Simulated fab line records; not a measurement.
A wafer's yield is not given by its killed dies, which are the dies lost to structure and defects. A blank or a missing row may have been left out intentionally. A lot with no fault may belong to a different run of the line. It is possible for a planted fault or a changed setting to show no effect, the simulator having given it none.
fab line records	flow gf180mcu
record lots=12	wafers=36	lastDay=34
route steps=602 shown V5@543 TOP_METAL@569 PASSIVATION@587
lots that met no fault: from a run of the same line without faults
startH: hours from the record's opening day to when the first of the lot's shown wafers began	waitH: how many hours have passed since the lot's step before this one	" identical to the entry in the row above	L1.1+2: several wafers, shown together as one row	- no value, or no start was given	* or withheld: withheld	< > ~ a bound
route shown NAME@n: names a module that has steps shown in the file, with the first one's number in the route	usual: average and standard deviation across the fault-free wafers	same: alike in all rows	chamber/n: place in a boat	sites: the reading at each site	_std_site: the values' standard deviation	_edge_site: outer sites' mean less inner sites'	radiusMm: how far each site lies from the wafer's centre	mask NAME#n: copy n	behind: tool/chamber where the wafer was last shaped	hold: why the lot went on hold/how many hours it stayed there/how the hold came to an end	device: which transistor (n, p or np) failed to switch	end of line: at the end of the route, the tests of the same wafers	for a step that has no rows: nothing shown but its recipe	killed: the dies lost at the first sort to structure and to defects; this is not the yield of the wafer	map: per-die view of a wafer (x killed, . not killed, _ where there is no die)
set.NAME: the setting the step ran with; set.NAME@STEP: the setting that earlier step ran with	model.NAME: the simulator's own value behind a step, which no gauge read
one table for each step of the route and one row for each wafer, over a sample of lots
services: when a tool's chamber went out of use (startH, in hours from the record's first day, below 0 if earlier), for how many hours, and the reason
## steps
# step GF_V5_THK_MEAS_03
# recipe reads=SiO2_of_V5_CVD_02
# usual V5_CVD_02_THK=1457/21
lot.wafer	tool	chamber	startH	waitH	V5_CVD_02_THK[nm]
L301.3	filmMetro-01	-	605.44	0.1	1424
L301.4	"	-	"	"	1451
L301.5	"	-	"	"	1435
L302.2	filmMetro-02	-	611.25	0.1	1455
L302.5	"	-	"	"	1448
L302.6	"	-	"	"	1458
L303.1	filmMetro-04	-	624.33	0.1	1422
L303.3	"	-	"	"	1445
L303.6	"	-	"	"	1460
L304.2	filmMetro-04	-	639.38	0.1	1444
L304.3	"	-	"	"	1460
L304.5	"	-	"	"	1471
L310.2	filmMetro-02	-	680.25	0.1	1484
L310.3	"	-	"	"	1462
L310.6	"	-	"	"	1495
L314.3	filmMetro-02	-	704.60	0.1	1456
L314.5	"	-	"	"	1456
L314.6	"	-	"	"	1499
L315.2	filmMetro-02	-	718.45	0.1	1462
L315.4	"	-	"	"	1475
L315.6	"	-	"	"	1441
L317.3	filmMetro-01	-	724.41	0.1	1455
L317.4	"	-	"	"	1459
L317.5	"	-	"	"	1481
L318.2	filmMetro-01	-	738.15	0.1	1462
L318.3	"	-	"	"	1463
L318.5	"	-	"	"	1502
L320.2	filmMetro-01	-	745.08	0.1	1472
L320.3	"	-	"	"	1432
L320.4	"	-	"	"	1449
L321.3	filmMetro-02	-	745.94	0.1	1420
L321.5	"	-	"	"	1471
L321.6	"	-	"	"	1457
L324.2	filmMetro-01	-	769.65	0.1	1432
L324.3	"	-	"	"	1423
L324.4	"	-	"	"	1465
# step GF_V5_ETCH_16
# recipe chemistry=N2/H2	targetDepthA=withheld	overetchA=withheld	timeS=withheld	target=BARC	ionEnergyEv=200	sourceW=500	biasW=100	pressureMtorr=30.6	n2FlowSccm=100	h2FlowSccm=200
# usual chamberPressureMTorr=30.599/0.03	drypumpMotorCurrentA=5.8/0.35	oesProductAu=0.855/0.0048	throttleValvePct=13.075/0.0091
lot.wafer	tool	chamber	startH	waitH	chamberPressureMTorr	drypumpMotorCurrentA	oesProductAu	throttleValvePct
L301.3	rieDiel-03	0	625.59	0.0	30.588	5.7	0.860	13.068
L301.4	"	1	"	"	30.598	5.3	0.859	13.071
L301.5	"	1	"	"	30.569	5.3	0.851	13.080
L302.2	rieDiel-03	2	631.74	0.0	30.606	6.1	0.856	13.063
L302.5	"	0	"	"	30.594	5.7	0.856	13.069
L302.6	"	3	"	"	30.627	5.8	0.850	13.052
L303.1	rieDiel-04	1	644.57	0.0	30.606	6.3	0.857	13.085
L303.3	"	3	"	"	30.628	5.9	0.850	13.079
L303.6	"	3	"	"	30.613	5.9	0.846	13.070
L304.2	rieDiel-04	3	659.44	0.0	30.551	6.0	0.861	13.070
L304.3	"	2	"	"	30.583	5.7	0.860	13.067
L304.5	"	2	"	"	30.606	5.7	0.866	13.077
L310.2	rieDiel-04	3	700.04	0.0	30.634	5.9	0.852	13.079
L310.3	"	2	"	"	30.621	5.8	0.852	13.073
L310.6	"	3	"	"	30.612	5.9	0.855	13.041
L314.3	rieDiel-03	2	722.44	0.0	30.568	6.1	0.854	13.069
L314.5	"	3	"	"	30.627	5.8	0.856	13.073
L314.6	"	0	"	"	30.583	5.7	0.852	13.071
L315.2	rieDiel-03	3	737.27	0.0	30.613	5.8	0.859	13.062
L315.4	"	2	"	"	30.662	6.1	0.858	13.070
L315.6	"	1	"	"	30.612	5.3	0.846	13.068
L317.3	rieDiel-03	0	742.52	0.0	30.563	5.7	0.857	13.086
L317.4	"	1	"	"	30.626	5.3	0.860	13.071
L317.5	"	1	"	"	30.592	5.3	0.855	13.074
L318.2	rieDiel-03	3	755.59	0.0	30.593	5.8	0.849	13.062
L318.3	"	1	"	"	30.641	5.3	0.859	13.087
L318.5	"	2	"	"	30.631	6.1	0.860	13.067
L320.2	rieDiel-03	0	762.04	0.0	30.611	5.7	0.852	13.086
L320.3	"	2	"	"	30.549	6.1	0.862	13.084
L320.4	"	1	"	"	30.596	5.3	0.858	13.085
L321.3	rieDiel-01	0	762.62	0.0	30.589	6.6	0.861	13.076
L321.5	"	2	"	"	30.615	5.3	0.846	13.066
L321.6	"	1	"	"	30.526	5.3	0.853	13.076
L324.2	rieDiel-03	3	785.67	0.0	30.640	5.8	0.859	13.078
L324.3	"	0	"	"	30.613	5.7	0.857	13.083
L324.4	"	1	"	"	30.544	5.3	0.857	13.065
# step GF_TOP_METAL_SPUTTER_02
# recipe material=AlCu	targetThkNm=900	powerW=10600	chamberPressurePa=0.3	substrateTempC=250	gas=Ar	timeS=47.82
# usual throttleValvePct=30.0/0.83
lot.wafer	tool	chamber	startH	waitH	throttleValvePct
L301.3	pvdSputter-01	-	627.17	0.0	30.0
L301.4	"	-	"	"	29.2
L301.5	"	-	"	"	29.3
L302.2	pvdSputter-02	-	633.27	0.0	29.0
L302.5	"	-	"	"	30.4
L302.6	"	-	"	"	30.4
L303.1	pvdSputter-01	-	646.12	0.0	29.0
L303.3	"	-	"	"	29.8
L303.6	"	-	"	"	29.1
L304.2	pvdSputter-01	-	660.96	0.0	29.8
L304.3	"	-	"	"	29.3
L304.5	"	-	"	"	29.3
L310.2	pvdSputter-01	-	701.58	0.0	29.7
L310.3	"	-	"	"	30.2
L310.6	"	-	"	"	30.1
L314.3	pvdSputter-01	-	723.98	0.0	30.1
L314.5	"	-	"	"	29.8
L314.6	"	-	"	"	29.2
L315.2	pvdSputter-02	-	738.78	0.0	29.8
L315.4	"	-	"	"	30.2
L315.6	"	-	"	"	29.7
L317.3	pvdSputter-03	-	744.10	0.0	30.6
L317.4	"	-	"	"	31.6
L317.5	"	-	"	"	31.5
L318.2	pvdSputter-02	-	757.10	0.0	28.7
L318.3	"	-	"	"	29.9
L318.5	"	-	"	"	29.9
L320.2	pvdSputter-01	-	763.55	0.0	29.5
L320.3	"	-	"	"	29.3
L320.4	"	-	"	"	30.4
L321.3	pvdSputter-02	-	764.13	0.0	30.1
L321.5	"	-	"	"	29.8
L321.6	"	-	"	"	29.0
L324.2	pvdSputter-03	-	787.23	0.0	31.7
L324.3	"	-	"	"	31.1
L324.4	"	-	"	"	29.3
# step GF_PASSIVATION_CVD_00
# recipe material=SiO2	targetThkNm=1000	precursor=TEOS	tempC=400	timeS=111.95	rfW=600
# usual heaterPowerW=708/83
lot.wafer	tool	chamber	startH	waitH	heaterPowerW
L301.3	pecvd-01	1	648.52	0.0	663
L301.4	"	2	"	"	871
L301.5	"	2	"	"	913
L302.2	pecvd-02	2	654.35	0.0	768
L302.5	"	0	"	"	722
L302.6	"	1	"	"	735
L303.1	pecvd-02	1	666.59	0.0	619
L303.3	"	0	"	"	740
L303.6	"	1	"	"	688
L304.2	pecvd-01	0	681.08	0.0	758
L304.3	"	2	"	"	885
L304.5	"	1	"	"	663
L310.2	pecvd-02	2	720.69	0.0	759
L310.3	"	1	"	"	698
L310.6	"	0	"	"	715
L314.3	pecvd-02	0	742.32	0.0	728
L314.5	"	2	"	"	794
L314.6	"	1	"	"	690
L315.2	pecvd-01	0	756.73	0.0	698
L315.4	"	2	"	"	903
L315.6	"	0	"	"	753
L317.3	pecvd-02	1	761.46	0.0	703
L317.4	"	0	"	"	724
L317.5	"	2	"	"	769
L318.2	pecvd-03	2	773.84	0.0	685
L318.3	"	0	"	"	701
L318.5	"	1	"	"	694
L320.2	pecvd-01	0	780.17	0.0	632
L320.3	"	2	"	"	864
L320.4	"	1	"	"	652
L321.3	pecvd-01	0	781.07	0.0	705
L321.5	"	2	"	"	738
L321.6	"	1	"	"	579
L324.2	pecvd-01	2	803.32	0.0	754
L324.3	"	1	"	"	662
L324.4	"	2	"	"	817
# step GF_PASSIVATION_THK_MEAS_01
# recipe reads=SiO2_of_PASSIVATION_CVD_00
# usual PASSIVATION_CVD_00_THK=1004/17
lot.wafer	tool	chamber	startH	waitH	PASSIVATION_CVD_00_THK[nm]
L301.3	filmMetro-03	-	648.61	0.1	1024
L301.4	"	-	"	"	1014
L301.5	"	-	"	"	1018
L302.2	filmMetro-03	-	654.44	0.0	995
L302.5	"	-	"	"	1023
L302.6	"	-	"	"	1021
L303.1	filmMetro-03	-	666.67	0.0	995
L303.3	"	-	"	"	993
L303.6	"	-	"	"	1015
L304.2	filmMetro-03	-	681.17	0.0	992
L304.3	"	-	"	"	1008
L304.5	"	-	"	"	1032
L310.2	filmMetro-03	-	720.78	0.0	994
L310.3	"	-	"	"	1011
L310.6	"	-	"	"	1007
L314.3	filmMetro-02	-	742.42	0.1	855
L314.5	"	-	"	"	873
L314.6	"	-	"	"	864
L315.2	filmMetro-02	-	756.82	0.0	985
L315.4	"	-	"	"	1016
L315.6	"	-	"	"	998
L317.3	filmMetro-02	-	761.56	0.1	852
L317.4	"	-	"	"	868
L317.5	"	-	"	"	872
L318.2	filmMetro-04	-	773.93	0.0	961
L318.3	"	-	"	"	980
L318.5	"	-	"	"	1021
L320.2	filmMetro-03	-	780.25	0.0	983
L320.3	"	-	"	"	1008
L320.4	"	-	"	"	1048
L321.3	filmMetro-02	-	781.16	0.1	983
L321.5	"	-	"	"	1013
L321.6	"	-	"	"	1022
L324.2	filmMetro-02	-	803.42	0.1	1009
L324.3	"	-	"	"	1030
L324.4	"	-	"	"	1012
## services
tool	chamber	startH	hours	kind
rieDiel-01	-	606.73	0.7	repair
rieDiel-04	0	629.95	2.0	repair
pecvd-02	-	633.81	1.8	repair
pecvd-01	0	646.73	9.3	repair
pecvd-02	-	648.99	2.8	pm
rieDiel-01	2	661.46	4.6	repair
rieDiel-04	1	669.90	7.1	repair
pecvd-02	0	677.87	3.1	repair
rieDiel-03	2	690.37	-	clean
rieDiel-03	2	690.37	17.8	scheduledDown
rieDiel-03	2	690.37	17.8	ventCycle
pvdSputter-01	-	692.21	6.0	repair
rieDiel-03	-	701.39	0.3	repair
pvdSputter-01	2	708.06	-	consumableReplace:kit
pvdSputter-01	2	708.06	18.0	scheduledDown
pecvd-03	-	718.55	2.8	pm
pecvd-02	0	722.17	4.3	repair
pecvd-03	-	731.12	1.0	repair
pvdSputter-02	-	740.64	4.9	repair
rieDiel-01	-	741.59	15.6	pm
rieDiel-04	-	743.72	0.5	repair
rieDiel-01	-	776.05	1.1	repair
pecvd-02	-	779.02	3.9	repair
pecvd-02	-	799.38	14.0	pm
## key
firstSign step=GF_PASSIVATION_THK_MEAS_01	reading=PASSIVATION_CVD_00_THK	direction=down	sigmas=8.3	usual=1004	struck=864
effect none on later readings
metAt GF_PASSIVATION_CVD_00
struckLots L314,L317
notActingAt GF_V5_THK_MEAS_03,GF_V5_ETCH_16,GF_TOP_METAL_SPUTTER_02
onsetBetween 720.69 742.32
fault kind=processParameterDrift	tool=pecvd-02	chamber=-	onsetH=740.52	steps=GF_PASSIVATION_CVD_00	channel=targetThkNm	offset=-143	shape=step	endH=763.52	actsIn=theseRecipesOnly	stated=1000
